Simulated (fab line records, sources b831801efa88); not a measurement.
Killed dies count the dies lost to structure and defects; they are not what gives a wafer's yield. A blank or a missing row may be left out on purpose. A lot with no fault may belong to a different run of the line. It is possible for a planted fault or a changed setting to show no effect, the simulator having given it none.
fab line records	flow sfqLine	part 1 of 2: steps 1 to 24 of 34
[record] lots = 5	wafers = 15	lastDay = 92
route steps=325 shown I6@280 M7@281 I7@296 M8@311
lots that met no fault: taken from a fault-free run of the same line
startH: start of the lot's first displayed wafer, in hours after the record's first day	waitH: hours from the lot's prior step to this one	" same as the row above	L1.1+2: several wafers, shown together as one row	- no value, or no start given	* or withheld: withheld	< > ~ a bound
route shown NAME@n: a module of which the file shows steps, and the number in the route of the first	usual: average and standard deviation across the fault-free wafers	same: alike in all rows	chamber/n: place in a boat	sites: each site's reading	_std_site: standard deviation of those values	_edge_site: the outer-site mean with the inner-site mean subtracted	radiusMm: how far each site lies from the wafer's centre	mask NAME#n: copy n	behind: the tool/chamber that last shaped the wafer	hold: cause of the lot's hold/its duration in hours/its outcome	device: names the non-switching transistor (n, p or np)	end of line: the tests these same wafers got at the end of their route	where a step has no rows: the recipe by itself	killed: dies that structure and defects cost at the first sort, which is not the same as the wafer's yield	map: shows each die of a wafer: x if killed, . if not, _ if none is there
set.NAME: the setting as run; set.NAME@STEP: as run at that earlier step	model.NAME: the simulator's own value behind a step, which no gauge read
a table for each step, a row for each wafer; lots at some steps of the route
services: when a tool's chamber went out of use (startH, in hours from the record's first day, below 0 if earlier), for how many hours, and the reason
[[steps]]
[step SFQ_TRILAYER_I6_VIA_STRIP_SOLV_CLEAN_174]
[recipe] chemistry = NMP	tempC = 70	timeS = 600
lot.wafer	tool	chamber	startH	waitH
L082.1+2+4	wetBench-01	5,1,7	1954.59	0.4
L085.1+4+6	wetBench-04	3,2,7	1961.79	0.4
L086.1+2+5	wetBench-01	5,1,6	1968.99	0.4
L094.1+4+6	wetBench-02	5,4,2	2015.19	1.0
L097.3+4+5	wetBench-04	7,0,4	2025.39	0.2
[step SFQ_TRILAYER_M7_DEP_PRE_CLEAN_176]
[recipe] gas = Ar	timeS = 22.5	biasV = 250
lot.wafer	tool	chamber	startH	waitH
L082.1+2+4	pvdSputter-05	-	1954.77	0.0
L085.1+4+6	pvdSputter-04	-	1961.97	0.0
L086.1+2+5	pvdSputter-05	-	1969.17	0.0
L094.1+4+6	pvdSputter-03	-	2015.37	0.0
L097.3+4+5	pvdSputter-04	-	2025.57	0.0
[step SFQ_TRILAYER_M7_DEP_SPUTTER_175]
[recipe] material = Nb	basePressurePa = 1.33e-06	chamberPressurePa = 0.1333	substrateTempC = 20	targetThkNm = 200	powerW = 2000	timeS = 133.3
[usual] throttleValvePct = 30.0/0.88
lot.wafer	tool	chamber	startH	waitH	throttleValvePct
L082.1	pvdSputter-05	-	1954.80	0.0	29.0
L082.2	"	-	"	"	29.5
L082.4	"	-	"	"	29.5
L085.1	pvdSputter-04	-	1962.00	0.0	30.3
L085.4	"	-	"	"	29.4
L085.6	"	-	"	"	32.0
L086.1	pvdSputter-05	-	1969.20	0.0	29.4
L086.2	"	-	"	"	28.9
L086.5	"	-	"	"	29.6
L094.1	pvdSputter-03	-	2015.40	0.0	31.5
L094.4	"	-	"	"	30.8
L094.6	"	-	"	"	30.1
L097.3	pvdSputter-04	-	2025.60	0.0	29.3
L097.4	"	-	"	"	31.8
L097.5	"	-	"	"	31.8
[step SFQ_M7_RS_MEAS_943]
[recipe] thkMeasGauge = four-point-probe	reads = Nb_of_TRILAYER_M7_DEP_SPUTTER_175
[usual] M7_NB_RS = 0.892/0.012
lot.wafer	tool	chamber	startH	waitH	M7_NB_RS[ohm/sq]
L082.1	filmMetro-01	-	1954.89	0.0	0.889
L082.2	"	-	"	"	0.890
L082.4	"	-	"	"	0.867
L085.1	filmMetro-01	-	1962.09	0.0	0.890
L085.4	"	-	"	"	0.874
L085.6	"	-	"	"	0.885
L086.1	filmMetro-03	-	1969.29	0.0	0.877
L086.2	"	-	"	"	0.896
L086.5	"	-	"	"	0.878
L094.1	filmMetro-03	-	2015.49	0.0	0.912
L094.4	"	-	"	"	0.906
L094.6	"	-	"	"	0.915
L097.3	filmMetro-03	-	2025.73	0.1	0.890
L097.4	"	-	"	"	0.892
L097.5	"	-	"	"	0.891
[step SFQ_TRILAYER_M7_LITHO_COAT_182]
[recipe] resist = BARC	spinRpm = 3000	resistThkNm = 62
[usual] exhaustPa = 44.9/0.9
lot.wafer	tool	chamber	startH	waitH	exhaustPa
L082.1	lithoTrack-02	0	1955.07	0.1	43.4
L082.2	"	0	"	"	43.1
L082.4	"	0	"	"	45.7
L085.1	lithoTrack-01	0	1962.27	0.1	45.1
L085.4	"	0	"	"	44.9
L085.6	"	0	"	"	45.8
L086.1	lithoTrack-01	0	1969.47	0.1	44.5
L086.2	"	0	"	"	45.3
L086.5	"	0	"	"	44.6
L094.1	lithoTrack-02	0	2015.67	0.1	45.8
L094.4	"	0	"	"	45.0
L094.6	"	0	"	"	47.1
L097.3	lithoTrack-03	0	2025.97	0.1	44.0
L097.4	"	0	"	"	44.6
L097.5	"	0	"	"	43.9
[step SFQ_TRILAYER_M7_LITHO_COAT_177]
[recipe] resist = KrF	spinRpm = 3000	resistThkNm = 600
[usual] exhaustPa = 44.9/0.9
lot.wafer	tool	chamber	startH	waitH	exhaustPa
L082.1	lithoTrack-02	0	1955.37	0.2	44.5
L082.2	"	0	"	"	44.0
L082.4	"	0	"	"	44.6
L085.1	lithoTrack-01	0	1962.57	0.2	44.4
L085.4	"	0	"	"	43.2
L085.6	"	0	"	"	44.8
L086.1	lithoTrack-01	0	1969.77	0.2	45.1
L086.2	"	0	"	"	45.4
L086.5	"	0	"	"	44.4
L094.1	lithoTrack-02	0	2015.97	0.2	43.6
L094.4	"	0	"	"	44.7
L094.6	"	0	"	"	44.5
L097.3	lithoTrack-03	0	2026.27	0.2	45.1
L097.4	"	0	"	"	43.6
L097.5	"	0	"	"	43.8
[step SFQ_TRILAYER_M7_LITHO_SOFTBAKE_181]
[recipe] tempC = withheld	timeS = withheld	resist = KrF
[usual] exhaustPa = 44.8/0.8
lot.wafer	tool	chamber	startH	waitH	exhaustPa
L082.1	lithoTrack-02	0	1955.67	0.2	44.3
L082.2	"	0	"	"	44.3
L082.4	"	0	"	"	43.3
L085.1	lithoTrack-01	0	1962.87	0.2	45.4
L085.4	"	0	"	"	44.2
L085.6	"	0	"	"	44.8
L086.1	lithoTrack-01	0	1970.07	0.2	46.3
L086.2	"	0	"	"	44.5
L086.5	"	0	"	"	45.8
L094.1	lithoTrack-02	0	2016.27	0.2	45.4
L094.4	"	0	"	"	44.6
L094.6	"	0	"	"	44.8
L097.3	lithoTrack-03	0	2026.52	0.2	44.6
L097.4	"	0	"	"	43.7
L097.5	"	0	"	"	44.6
[step SFQ_TRILAYER_M7_LITHO_EXPOSE_178]
[recipe] maskId = M7	na = 0.6	sourceShape = conventional	sigmaOuter = 0.65	targetCdNm = 500	doseMj = 14.4
[usual] reticleTempC = 22.98/0.093
lot.wafer	tool	chamber	startH	waitH	mask	reticleTempC
L082.1	krfScanner-02	0	2049.55	-	M7#0	23.01
L082.2	"	0	"	"	M7#0	22.97
L082.4	"	0	"	"	M7#0	23.11
L085.1	krfScanner-02	0	2059.15	-	M7#0	22.94
L085.4	"	0	"	"	M7#0	23.02
L085.6	"	0	"	"	M7#0	22.95
L086.1	krfScanner-02	0	2065.15	-	M7#0	23.23
L086.2	"	0	"	"	M7#0	22.95
L086.5	"	0	"	"	M7#0	23.11
L094.1	krfScanner-01	0	2104.88	-	M7#0	22.91
L094.4	"	0	"	"	M7#0	22.97
L094.6	"	0	"	"	M7#0	22.93
L097.3	krfScanner-01	0	2111.28	-	M7#0	23.09
L097.4	"	0	"	"	M7#0	23.06
L097.5	"	0	"	"	M7#0	22.96
[step SFQ_TRILAYER_M7_LITHO_PEB_180]
[recipe] pebTempC = 115	pebTimeS = 60	resist = KrF
[usual] exhaustPa = 45.1/0.98
lot.wafer	tool	chamber	startH	waitH	exhaustPa
L082.1	lithoTrack-01	0	2050.75	1.0	45.4
L082.2	"	0	"	"	45.8
L082.4	"	0	"	"	46.7
L085.1	lithoTrack-03	0	2060.35	1.0	45.7
L085.4	"	0	"	"	44.1
L085.6	"	0	"	"	44.6
L086.1	lithoTrack-01	0	2066.35	1.0	45.5
L086.2	"	0	"	"	45.3
L086.5	"	0	"	"	45.6
L094.1	lithoTrack-02	0	2106.08	1.0	46.1
L094.4	"	0	"	"	44.5
L094.6	"	0	"	"	44.5
L097.3	lithoTrack-02	0	2112.13	0.7	44.9
L097.4	"	0	"	"	46.7
L097.5	"	0	"	"	45.2
[step SFQ_TRILAYER_M7_LITHO_DEVELOP_179]
[recipe] timeS = 60	resist = KrF
[usual] exhaustPa = 45.0/0.84
lot.wafer	tool	chamber	startH	waitH	exhaustPa
L082.1	lithoTrack-01	0	2050.90	0.1	45.4
L082.2	"	0	"	"	45.1
L082.4	"	0	"	"	45.2
L085.1	lithoTrack-03	0	2060.50	0.1	45.8
L085.4	"	0	"	"	43.5
L085.6	"	0	"	"	44.1
L086.1	lithoTrack-01	0	2066.50	0.1	44.9
L086.2	"	0	"	"	45.3
L086.5	"	0	"	"	44.6
L094.1	lithoTrack-02	0	2106.23	0.1	46.5
L094.4	"	0	"	"	45.3
L094.6	"	0	"	"	46.0
L097.3	lithoTrack-02	0	2112.28	0.1	45.1
L097.4	"	0	"	"	45.7
L097.5	"	0	"	"	47.3
[step SFQ_M7_OVL_MEAS_945]
[usual] M7_OVL = 2/5.2
lot.wafer	tool	chamber	startH	waitH	M7_OVL[nm]
L082.1	overlay-01	-	2051.05	0.1	4
L082.2	"	-	"	"	3
L082.4	"	-	"	"	9
L085.1	overlay-01	-	2060.65	0.1	-4
L085.4	"	-	"	"	-2
L085.6	"	-	"	"	0
L086.1	overlay-01	-	2066.65	0.1	13
L086.2	"	-	"	"	2
L086.5	"	-	"	"	14
L094.1	overlay-01	-	2106.38	0.1	2
L094.4	"	-	"	"	2
L094.6	"	-	"	"	3
L097.3	overlay-01	-	2112.39	0.1	7
L097.4	"	-	"	"	8
L097.5	"	-	"	"	10
[step SFQ_TRILAYER_M7_BARC_OPEN_METAL_ETCH_229]
[recipe] maskMaterial = PR	chemistry = O2	targetDepthNm = 125	target = BARC	icpW = 600	biasW = 80	pressureMtorr = 10	timeS = 41.7
[usual] drypumpMotorCurrentA = 5.3/0.37	oesProductAu = 0.686/0.0043	rfFwdPowerW = 593.9/2.8
lot.wafer	tool	chamber	startH	waitH	drypumpMotorCurrentA	oesProductAu	rfFwdPowerW	rfHoursCounterH
L082.1	rieMetal-01	1	2051.09	0.0	5.4	0.682	594.2	52
L082.2	"	0	"	"	5.9	0.679	595.9	34
L082.4	"	1	"	"	5.4	0.685	593.5	-
L085.1	rieMetal-01	0	2060.69	0.0	5.8	0.687	594.1	35
L085.4	"	1	"	"	5.4	0.681	594.0	-
L085.6	"	0	"	"	5.8	0.686	597.3	-
L086.1	rieMetal-02	0	2066.69	0.0	5.7	0.691	593.4	105
L086.2	"	1	"	"	4.7	0.686	596.8	109
L086.5	"	0	"	"	5.7	0.684	592.3	-
L094.1	rieMetal-01	0	2106.41	0.0	5.8	0.681	596.5	37
L094.4	"	1	"	"	5.4	0.692	595.1	-
L094.6	"	1	"	"	5.4	0.687	594.1	-
L097.3	rieMetal-04	1	2112.43	0.0	5.3	0.690	590.0	-
L097.4	"	0	"	"	5.1	0.685	590.4	-
L097.5	"	0	"	"	5.1	0.684	590.2	-
[step SFQ_TRILAYER_M7_ETCH_METAL_ETCH_180]
[recipe] target = Nb	stopOn = SiO2	maskMaterial = PR	chemistry = Cl2/Ar	targetDepthNm = 240	icpW = 600	biasW = 80	pressureMtorr = 10	timeS = 120
[usual] drypumpMotorCurrentA = 5.3/0.38	oesProductAu = 0.894/0.0077	rfFwdPowerW = 597.1/1.9
lot.wafer	tool	chamber	startH	waitH	drypumpMotorCurrentA	oesProductAu	rfFwdPowerW	rfHoursCounterH
L082.1	rieMetal-01	1	2051.15	0.0	5.4	0.898	598.3	53
L082.2	"	0	"	"	5.8	0.890	594.7	34
L082.4	"	1	"	"	5.4	0.905	595.4	-
L085.1	rieMetal-01	0	2060.77	0.1	5.9	0.895	598.5	35
L085.4	"	1	"	"	5.4	0.893	596.8	-
L085.6	"	0	"	"	5.8	0.895	599.5	-
L086.1	rieMetal-02	0	2066.75	0.0	5.7	0.901	598.1	105
L086.2	"	1	"	"	4.7	0.902	598.7	109
L086.5	"	0	"	"	5.7	0.903	596.2	-
L094.1	rieMetal-01	0	2106.47	0.0	5.9	0.885	598.6	37
L094.4	"	1	"	"	5.4	0.882	596.5	-
L094.6	"	1	"	"	5.4	0.879	596.8	-
L097.3	rieMetal-04	1	2112.52	0.1	5.3	0.892	593.3	-
L097.4	"	0	"	"	5.1	0.897	596.3	-
L097.5	"	0	"	"	5.1	0.899	598.9	-
[step SFQ_TRILAYER_M7_STRIP_STRIP_181]
[recipe] gas = O2	powerW = 200	platenTempC = 40	overashFraction = 0.65	chemistry = O2	pressureMtorr = 50
[usual] drypumpMotorCurrentA = 5.3/0.37	oesProductAu = 0.997/0.012	platenTempC = 39.99/0.11
lot.wafer	tool	chamber	startH	waitH	drypumpMotorCurrentA	oesProductAu	platenTempC	rfHoursCounterH
L082.1	rieMetal-01	1	2051.27	0.1	5.4	0.993	39.92	53
L082.2	"	0	"	"	5.9	0.979	39.85	34
L082.4	"	1	"	"	5.4	1.009	39.85	-
L085.1	rieMetal-01	0	2060.94	0.1	5.9	0.985	39.94	35
L085.4	"	1	"	"	5.4	1.005	39.91	-
L085.6	"	0	"	"	5.8	0.991	39.95	-
L086.1	rieMetal-02	0	2066.87	0.1	5.7	0.999	39.94	105
L086.2	"	1	"	"	4.7	1.016	40.07	109
L086.5	"	0	"	"	5.7	0.997	40.01	-
L094.1	rieMetal-01	0	2106.60	0.1	5.8	0.986	40.22	37
L094.4	"	1	"	"	5.4	0.990	39.90	-
L094.6	"	1	"	"	5.4	0.999	39.90	-
L097.3	rieMetal-04	1	2112.80	0.2	5.3	0.992	40.00	-
L097.4	"	0	"	"	5.0	1.000	40.29	-
L097.5	"	0	"	"	5.1	1.001	40.17	-
[step SFQ_TRILAYER_M7_STRIP_SOLV_CLEAN_182]
[recipe] chemistry = NMP	tempC = 70	timeS = 600
lot.wafer	tool	chamber	startH	waitH
L082.1+2+4	wetBench-03	1,4,5	2051.87	0.4
L085.1+4+6	wetBench-04	0,3,1	2061.74	0.5
L086.1+2+5	wetBench-01	7,0,6	2067.47	0.4
L094.1+4+6	wetBench-01	7,3,0	2107.20	0.4
L097.3+4+5	wetBench-03	5,6,1	2113.20	0.2
[step SFQ_TRILAYER_I7_DEP_PECVD_183]
[recipe] material = SiO2	tempC = 150	timeS = 111.11	pressureTorr = 2.4	rfW = 183.3	precursor = SiH4/N2O	targetThkNm = 500
[usual] heaterPowerW = 88/16	rfFwdPowerW = 182.5/0.55	throttleValvePct = 25.4/1.3
lot.wafer	tool	chamber	startH	waitH	heaterPowerW	rfFwdPowerW	throttleValvePct
L082.1	pecvd-02	2	2052.05	0.0	66	182.1	24.8
L082.2	"	0	"	"	68	182.2	26.3
L082.4	"	0	"	"	71	181.6	26.0
L085.1	pecvd-03	0	2061.91	0.0	98	182.3	26.9
L085.4	"	0	"	"	98	182.4	26.9
L085.6	"	2	"	"	95	182.4	26.1
L086.1	pecvd-03	0	2067.65	0.0	97	183.9	27.0
L086.2	"	1	"	"	106	182.7	23.6
L086.5	"	0	"	"	102	183.6	26.6
L094.1	pecvd-01	1	2107.37	0.0	78	183.2	24.3
L094.4	"	1	"	"	78	183.3	24.4
L094.6	"	2	"	"	106	181.4	24.7
L097.3	pecvd-03	0	2113.37	0.0	109	182.7	26.7
L097.4	"	0	"	"	109	183.0	26.9
L097.5	"	1	"	"	106	183.1	23.5
[step SFQ_TRILAYER_I7_CMP_CMP_184]
[recipe] material = SiO2	downForcePsi = 3	platenRpm = 60	padVelocityMS = 0.94248
[usual] motorCurrentA = 9.6/0.6	timeToEndpointS = 216/8.1
lot.wafer	tool	chamber	startH	waitH	motorCurrentA	timeToEndpointS
L082.4	cmp-01	3	2054.41	2.3	10.1	214
L082.2	"	1	2055.41	3.3	9.2	208
L082.1	"	2	"	"	9.4	223
L085.1	cmp-01	0	2061.99	0.0	8.8	227
L085.4	"	2	2062.99	1.0	9.3	241
L085.6	"	0	2063.99	2.0	9.3	233
L086.2	cmp-01	2	2068.23	0.5	9.1	218
L086.1	"	0	2069.23	1.5	9.1	216
L086.5	"	1	"	"	9.1	213
L094.1	cmp-02	3	2108.23	0.8	9.4	207
L094.4	"	1	2109.23	1.8	10.1	216
L094.6	"	3	2110.23	2.8	9.7	210
L097.3	cmp-02	1	2118.23	4.8	10.4	209
L097.4	"	3	2119.23	5.8	9.5	218
L097.5	"	2	2120.73	7.3	10.1	229
[step SFQ_I7_BOW_MEAS_946]
[recipe] mode = bow
[usual] I7_BOW = 6/10
lot.wafer	tool	chamber	startH	waitH	I7_BOW[um]
L082.1	filmMetro-01	-	2057.41	1.0	-6
L082.2	"	-	"	"	1
L082.4	"	-	"	"	-1
L085.1	filmMetro-01	-	2064.99	2.5	5
L085.4	"	-	"	"	-4
L085.6	"	-	"	"	10
L086.1	filmMetro-01	-	2070.73	1.0	6
L086.2	"	-	"	"	-1
L086.5	"	-	"	"	-5
L094.1	filmMetro-04	-	2111.23	2.5	-24
L094.4	"	-	"	"	-18
L094.6	"	-	"	"	-9
L097.3	filmMetro-01	-	2121.27	2.5	17
L097.4	"	-	"	"	19
L097.5	"	-	"	"	19
[step SFQ_TRILAYER_I7_METRO_MEASURE_185]
[usual] thkNm = 200.2/1.1
lot.wafer	tool	chamber	startH	waitH	thkNm
L082.1	filmMetro-01	-	2057.53	0.1	199.9
L082.2	"	-	"	"	200.8
L082.4	"	-	"	"	200.1
L085.1	filmMetro-01	-	2065.11	0.1	202.0
L085.4	"	-	"	"	200.9
L085.6	"	-	"	"	201.6
L086.1	filmMetro-01	-	2070.85	0.1	202.0
L086.2	"	-	"	"	201.8
L086.5	"	-	"	"	200.9
L094.1	filmMetro-04	-	2111.35	0.1	198.7
L094.4	"	-	"	"	198.1
L094.6	"	-	"	"	199.2
L097.3	filmMetro-01	-	2121.75	0.5	200.0
L097.4	"	-	"	"	198.6
L097.5	"	-	"	"	199.8
[step SFQ_TRILAYER_I7_VIA_LITHO_COAT_192]
[recipe] resist = BARC	spinRpm = 3000	resistThkNm = 62
[usual] exhaustPa = 44.9/0.79
lot.wafer	tool	chamber	startH	waitH	exhaustPa
L082.1	lithoTrack-01	0	2058.73	1.0	45.6
L082.2	"	0	"	"	44.7
L082.4	"	0	"	"	43.7
L085.1	lithoTrack-02	0	2066.31	1.0	44.0
L085.4	"	0	"	"	44.2
L085.6	"	0	"	"	43.2
L086.1	lithoTrack-02	0	2072.05	1.0	45.1
L086.2	"	0	"	"	45.6
L086.5	"	0	"	"	44.4
L094.1	lithoTrack-04	0	2112.55	1.0	44.8
L094.4	"	0	"	"	44.7
L094.6	"	0	"	"	45.9
L097.3	lithoTrack-02	0	2122.65	0.7	44.6
L097.4	"	0	"	"	46.3
L097.5	"	0	"	"	44.6
[step SFQ_TRILAYER_I7_VIA_LITHO_COAT_187]
[recipe] resist = KrF	spinRpm = 3000	resistThkNm = 650
[usual] exhaustPa = 44.7/0.91
lot.wafer	tool	chamber	startH	waitH	exhaustPa
L082.1	lithoTrack-01	0	2059.03	0.2	44.1
L082.2	"	0	"	"	45.9
L082.4	"	0	"	"	45.9
L085.1	lithoTrack-02	0	2066.61	0.2	46.3
L085.4	"	0	"	"	44.8
L085.6	"	0	"	"	45.4
L086.1	lithoTrack-02	0	2072.35	0.2	45.6
L086.2	"	0	"	"	43.7
L086.5	"	0	"	"	43.9
L094.1	lithoTrack-04	0	2112.85	0.2	44.2
L094.4	"	0	"	"	45.4
L094.6	"	0	"	"	44.5
L097.3	lithoTrack-02	0	2122.95	0.2	44.2
L097.4	"	0	"	"	44.9
L097.5	"	0	"	"	44.9
[step SFQ_TRILAYER_I7_VIA_LITHO_SOFTBAKE_191]
[recipe] tempC = withheld	timeS = withheld	resist = KrF
[usual] exhaustPa = 44.9/0.92
lot.wafer	tool	chamber	startH	waitH	exhaustPa
L082.1	lithoTrack-01	0	2059.33	0.2	44.8
L082.2	"	0	"	"	44.9
L082.4	"	0	"	"	46.0
L085.1	lithoTrack-02	0	2066.91	0.2	45.1
L085.4	"	0	"	"	46.5
L085.6	"	0	"	"	44.8
L086.1	lithoTrack-02	0	2072.65	0.2	44.9
L086.2	"	0	"	"	44.6
L086.5	"	0	"	"	44.2
L094.1	lithoTrack-04	0	2113.15	0.2	45.2
L094.4	"	0	"	"	45.3
L094.6	"	0	"	"	44.7
L097.3	lithoTrack-02	0	2123.20	0.2	44.3
L097.4	"	0	"	"	45.5
L097.5	"	0	"	"	45.9
[step SFQ_TRILAYER_I7_VIA_LITHO_EXPOSE_188]
[recipe] maskId = I7	na = 0.6	sourceShape = conventional	sigmaOuter = 0.65	targetCdNm = 1000	doseMj = 21.3
[usual] reticleTempC = 22.99/0.11
lot.wafer	tool	chamber	startH	waitH	mask	reticleTempC
L082.1	krfScanner-01	0	2059.48	-	I7#0	22.89
L082.2	"	0	"	"	I7#0	22.78
L082.4	"	0	"	"	I7#0	22.89
L085.1	krfScanner-01	0	2067.06	-	I7#0	22.89
L085.4	"	0	"	"	I7#0	23.23
L085.6	"	0	"	"	I7#0	23.01
L086.1	krfScanner-01	0	2072.80	-	I7#0	22.90
L086.2	"	0	"	"	I7#0	22.81
L086.5	"	0	"	"	I7#0	23.07
L094.1	krfScanner-01	0	2113.42	-	I7#0	23.02
L094.4	"	0	"	"	I7#0	23.06
L094.6	"	0	"	"	I7#0	23.02
L097.3	krfScanner-01	0	2125.06	-	I7#0	22.98
L097.4	"	0	"	"	I7#0	22.92
L097.5	"	0	"	"	I7#0	22.94
[step SFQ_TRILAYER_I7_VIA_LITHO_PEB_190]
[recipe] pebTempC = 115	pebTimeS = 60	resist = KrF
[usual] exhaustPa = 45.0/0.84
lot.wafer	tool	chamber	startH	waitH	exhaustPa
L082.1	lithoTrack-02	0	2060.68	1.0	45.1
L082.2	"	0	"	"	45.1
L082.4	"	0	"	"	46.0
L085.1	lithoTrack-02	0	2068.26	1.0	44.4
L085.4	"	0	"	"	46.4
L085.6	"	0	"	"	45.2
L086.1	lithoTrack-02	0	2074.00	1.0	46.9
L086.2	"	0	"	"	46.4
L086.5	"	0	"	"	45.0
L094.1	lithoTrack-04	0	2114.62	1.0	45.0
L094.4	"	0	"	"	44.7
L094.6	"	0	"	"	44.7
L097.3	lithoTrack-02	0	2125.91	0.7	44.6
L097.4	"	0	"	"	43.5
L097.5	"	0	"	"	46.0
